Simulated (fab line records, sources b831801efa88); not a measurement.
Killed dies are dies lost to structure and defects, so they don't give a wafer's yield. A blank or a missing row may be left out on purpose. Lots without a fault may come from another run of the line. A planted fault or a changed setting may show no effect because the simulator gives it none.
fab line records | flow gf180mcu
record lots=7 wafers=21 last_day=34
route steps=602 shown V2@383
lots that met no fault: from a run of the same line without faults
start_h: hours from the record's first day to the start of the lot's first wafer shown | wait_h: hours since the lot's step before | " the same as in the row above | L1.1+2: a row that stands for several wafers | - no value, or no start given | * or withheld: withheld | < > ~ a bound
route shown NAME@n: a module of which the file shows steps, and the number in the route of the first | usual: mean/standard deviation of fault-free wafers | same: alike in all rows | chamber/n: place in a boat | sites: the reading at each site | _std_site: their standard deviation | _edge_site: outer sites' mean less inner sites' | radius_mm: how far each site lies from the wafer's centre | mask NAME#n: copy n | behind: the tool/chamber that last shaped the wafer | hold: why the lot was held/for how many hours/how that ended | device: the transistor (n, p or np) that didn't switch | end of line: the same wafers' tests at the end of the route | a step without rows: its recipe alone | killed: dies lost to structure and defects at the first sort, not the wafer's yield | map: a wafer's dies, x killed, . not, _ none there
set.NAME: the setting as run; set.NAME@STEP: as run at that earlier step | model.NAME: the simulator's own value behind a step, which no gauge read
lots at some steps of the route; a table a step, a row a wafer
services: from which hour (start_h, from the record's first day; less than 0 if before it) a tool's chamber was out of use, for how many hours, and why
## steps
# step GF_V2_THK_MEAS_01
# recipe reads=SiO2_of_V2_CVD_00
# usual V2_CVD_00_THK=602/6.1
# columns lot.wafer tool chamber start_h wait_h V2_CVD_00_THK[nm]
L468.1 film_metro-01 - 463.35 0.1 608
L468.5 " - " " 600
L468.6 " - " " 604
L470.1 film_metro-02 - 486.44 0.0 590
L470.3 " - " " 595
L470.5 " - " " 597
L471.1 film_metro-01 - 491.31 0.1 599
L471.5 " - " " 608
L471.6 " - " " 599
L472.1 film_metro-02 - 501.88 0.0 590
L472.5 " - " " 597
L472.6 " - " " 595
L484.1 film_metro-01 - 597.05 0.0 589
L484.4 " - " " 605
L484.5 " - " " 606
L485.1 film_metro-03 - 606.80 0.0 596
L485.3 " - " " 599
L485.4 " - " " 603
L488.2 film_metro-03 - 622.47 0.0 602
L488.3 " - " " 598
L488.4 " - " " 607
# step GF_V2_CVD_02
# recipe material=SiO2 target_thk_nm=850 precursor=TEOS temp_c=400 time_s=94.851 rf_w=600
# usual heater_power_w=653/91
# columns lot.wafer tool chamber start_h wait_h heater_power_w
L468.1 pecvd-01 1 463.41 0.1 606
L468.5 " 2 " " 562
L468.6 " 1 " " 665
L470.1 pecvd-01 0 486.50 0.1 613
L470.3 " 1 " " 542
L470.5 " 1 " " 597
L471.1 pecvd-03 1 491.37 0.1 672
L471.5 " 0 " " 631
L471.6 " 1 " " 757
L472.1 pecvd-02 1 501.94 0.1 807
L472.5 " 2 " " 572
L472.6 " 1 " " 849
L484.1 pecvd-03 1 597.11 0.1 720
L484.4 " 2 " " 623
L484.5 " 0 " " 663
L485.1 pecvd-03 1 606.86 0.1 604
L485.3 " 0 " " 627
L485.4 " 1 " " 673
L488.2 pecvd-02 2 622.52 0.0 609
L488.3 " 0 " " 739
L488.4 " 0 " " 772
# step GF_V2_THK_MEAS_03
# recipe reads=SiO2_of_V2_CVD_02
# usual V2_CVD_02_THK=851/11
# columns lot.wafer tool chamber start_h wait_h V2_CVD_02_THK[nm]
L468.1 film_metro-01 - 463.47 0.0 836
L468.5 " - " " 855
L468.6 " - " " 846
L470.1 film_metro-01 - 486.57 0.0 859
L470.3 " - " " 859
L470.5 " - " " 874
L471.1 film_metro-02 - 491.48 0.1 839
L471.5 " - " " 860
L471.6 " - " " 852
L472.1 film_metro-03 - 502.01 0.0 848
L472.5 " - " " 860
L472.6 " - " " 863
L484.1 film_metro-01 - 597.18 0.0 842
L484.4 " - " " 842
L484.5 " - " " 855
L485.1 film_metro-02 - 606.93 0.0 853
L485.3 " - " " 842
L485.4 " - " " 867
L488.2 film_metro-02 - 622.60 0.0 844
L488.3 " - " " 840
L488.4 " - " " 858
# step GF_V2_CMP_04
# recipe material=SiO2 down_force_psi=4 platen_rpm=60 pad_velocity_m_s=0.94248
# usual edge_zone_pressure_frac=1.001/0.0047 motor_current_A=11.9/1.6 platen_rpm=60.00/0.041 time_to_endpoint_s=83/5.8
# columns lot.wafer tool chamber start_h wait_h edge_zone_pressure_frac motor_current_A platen_rpm time_to_endpoint_s
L468.1 cmp-02 1 463.63 0.1 1.005 11.7 59.99 70
L468.5 " 3 " " 0.996 9.7 59.98 82
L468.6 " 0 " " 1.003 10.6 60.09 83
L470.3 cmp-02 1 486.68 0.1 1.005 12.0 60.00 86
L470.1 " 2 " " 0.986 12.9 60.00 78
L470.5 " 1 " " 1.007 12.0 60.00 87
L471.1 cmp-02 3 491.64 0.1 1.005 9.7 59.96 76
L471.6 " 1 " " 1.003 11.6 60.02 83
L471.5 " 2 " " 0.996 13.6 59.99 80
L472.1 cmp-01 0 502.07 0.1 1.007 11.0 59.99 81
L472.6 " 0 " " 1.004 10.9 60.01 86
L472.5 " 1 " " 0.996 10.8 59.99 85
L484.4 cmp-01 2 597.34 0.1 0.999 13.7 60.00 81
L484.1 " 3 " " 1.003 13.7 59.98 87
L484.5 " 1 " " 0.992 10.9 60.03 85
L485.3 cmp-02 1 607.03 0.1 1.005 12.4 60.05 77
L485.4 " 3 " " 1.002 9.6 59.99 86
L485.1 " 0 " " 0.999 10.5 59.95 85
L488.4 cmp-01 2 622.75 0.1 0.995 14.0 59.95 83
L488.2 " 3 " " 0.996 14.4 60.02 84
L488.3 " 0 " " 1.006 10.6 59.96 79
# step GF_V2_BOW_MEAS_05
# recipe mode=bow
# usual V2_BOW=98/7.7
# columns lot.wafer tool chamber start_h wait_h V2_BOW[um]
L468.1 film_metro-02 - 463.83 0.1 88
L468.5 " - " " 96
L468.6 " - " " 95
L470.1 film_metro-01 - 486.93 0.1 104
L470.3 " - " " 114
L470.5 " - " " 100
L471.1 film_metro-02 - 491.84 0.1 92
L471.5 " - " " 92
L471.6 " - " " 97
L472.1 film_metro-01 - 502.37 0.2 101
L472.5 " - " " 107
L472.6 " - " " 97
L484.1 film_metro-03 - 597.54 0.1 113
L484.4 " - " " 103
L484.5 " - " " 107
L485.1 film_metro-02 - 607.33 0.1 103
L485.3 " - " " 98
L485.4 " - " " 101
L488.2 film_metro-02 - 623.07 0.2 100
L488.3 " - " " 89
L488.4 " - " " 89
# step GF_V2_DEHYDRATE_06
# recipe temp_c=200 time_s=60
# step GF_V2_HMDS_07
# recipe prime_time_s=60 prime_temp_c=120
# step GF_V2_COAT_08
# recipe resist=BARC temp_c=withheld time_s=withheld spin_rpm=withheld resist_thk_nm=withheld
# step GF_V2_COAT_09
# recipe resist=KrF spin_rpm=withheld resist_thk_nm=1000
# step GF_V2_SOFTBAKE_10
# recipe temp_c=130 time_s=60 resist=KrF
# step GF_V2_EXPOSE_11
# recipe mask_id=Via2 target_cd_nm=260 na=0.68 source_shape=conventional sigma_outer=0.6 dose_mj=38
# step GF_V2_PEB_12
# recipe peb_temp_c=135 peb_time_s=90 resist=KrF
# step GF_V2_DEVELOP_13
# recipe develop_time_s=60 resist=KrF dev_temp_c=21
# usual chill_plate_temp_C=23.00/0.1 develop_time_s=60/0
# columns lot.wafer tool chamber start_h wait_h chill_plate_temp_C develop_time_s model.KrF_of_V2_COAT_09.thk_nm
L468.1 litho_track-04 0 487.13 0.2 23.11 60 981.1
L468.5 " 0 " " 22.96 60 982.8
L468.6 " 0 " " 23.03 60 983.2
L470.1 litho_track-04 - 510.33 0.2 - - 999.5
L470.3 " - " " - - 997.4
L470.5 " - " " - - 996.7
L471.1 litho_track-04 - 515.13 0.2 - - 994.9
L471.5 " - " " - - 995.6
L471.6 " - " " - - 997.6
L472.1 litho_track-03 - 525.33 0.2 - - 997.2
L472.5 " - " " - - 998.2
L472.6 " - " " - - 1000
L484.1 litho_track-03 0 618.48 0.2 23.05 60 986.6
L484.4 " 0 " " 23.02 60 989.5
L484.5 " 0 " " 22.94 60 987.6
L485.1 litho_track-04 0 628.13 0.2 22.87 60 983.7
L485.3 " 0 " " 22.70 60 985.1
L485.4 " 0 " " 22.89 60 988.1
L488.2 litho_track-04 0 643.21 0.2 22.88 60 985.6
L488.3 " 0 " " 23.11 60 984.5
L488.4 " 0 " " 22.92 60 987.6
# step GF_V2_CD_MEAS_14
# recipe target_cd_nm=260
# usual cd_nm=259.8/1.3
# columns lot.wafer tool chamber start_h wait_h cd_nm
L468.1 cd_sem-02 - 487.28 0.1 262.6
L468.5 " - " " 262.9
L468.6 " - " " 262.5
L470.1 cd_sem-02 - 510.48 0.1 -
L470.3 " - " " -
L470.5 " - " " -
L471.1 cd_sem-01 - 515.28 0.1 -
L471.5 " - " " -
L471.6 " - " " -
L472.1 cd_sem-01 - 525.48 0.1 -
L472.5 " - " " -
L472.6 " - " " -
L484.1 cd_sem-01 - 618.63 0.1 259.2
L484.4 " - " " 258.4
L484.5 " - " " 259.2
L485.1 cd_sem-02 - 628.28 0.1 260.3
L485.3 " - " " 260.0
L485.4 " - " " 259.6
L488.2 cd_sem-02 - 643.35 0.1 257.8
L488.3 " - " " 257.1
L488.4 " - " " 258.6
## services
# columns tool chamber start_h hours kind
pecvd-03 1 447.48 6.7 repair
pecvd-03 - 469.05 14.6 pm
pecvd-02 - 473.78 6.0 pm
cmp-01 - 485.57 0.7 repair
pecvd-03 2 489.47 3.1 repair
cmp-02 - 558.85 7.6 repair
cmp-01 - 575.56 2.0 repair
cmp-02 - 576.88 4.0 pm
pecvd-02 2 579.03 6.3 repair
cmp-02 - 580.88 - consumable_replace:conditioner
cmp-02 - 580.88 - consumable_replace:pad
pecvd-02 - 591.12 14.0 pm
pecvd-02 0 591.12 14.0 vent_cycle
pecvd-02 1 591.12 14.0 vent_cycle
pecvd-02 2 591.12 14.0 vent_cycle
pecvd-02 - 599.42 0.5 repair
pecvd-02 0 605.12 - clean
pecvd-02 1 605.12 - clean
pecvd-02 2 605.12 - clean
cmp-02 - 614.46 3.8 pm
cmp-02 - 618.27 14.7 pm
cmp-02 - 636.52 5.0 repair
## key
first_sign step=GF_V2_DEVELOP_13 reading=tool_record direction=missing
effect none on later readings
model_effect step=GF_V2_DEVELOP_13 value=KrF_of_V2_COAT_09.thk_nm without=982.6 struck=997.5
met_at GF_V2_DEVELOP_13
struck_wafers L470.1,L470.3,L470.5,L471.1,L471.5,L471.6,L472.1,L472.5,L472.6
later_rows_left_out L470.1,L470.3,L470.5,L471.1,L471.5,L471.6,L472.1,L472.5,L472.6
sort_left_out L470.1,L470.3,L470.5,L471.1,L471.5,L471.6,L472.1,L472.5,L472.6
onset_between 487.13 510.33
fault kind=skipped_step_whole tool=litho_track-03,litho_track-04 chamber=- onset_h=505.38 steps=GF_V2_DEVELOP_13 scope=struck_lots_only
# sort_left_out: the simulated sort isn't trusted on such a fault, so these wafers' sort isn't shown, and their yield isn't known
# later_rows_left_out: the simulator's readings of these wafers behind a module that went badly wrong aren't trusted and aren't shown, but for the sort
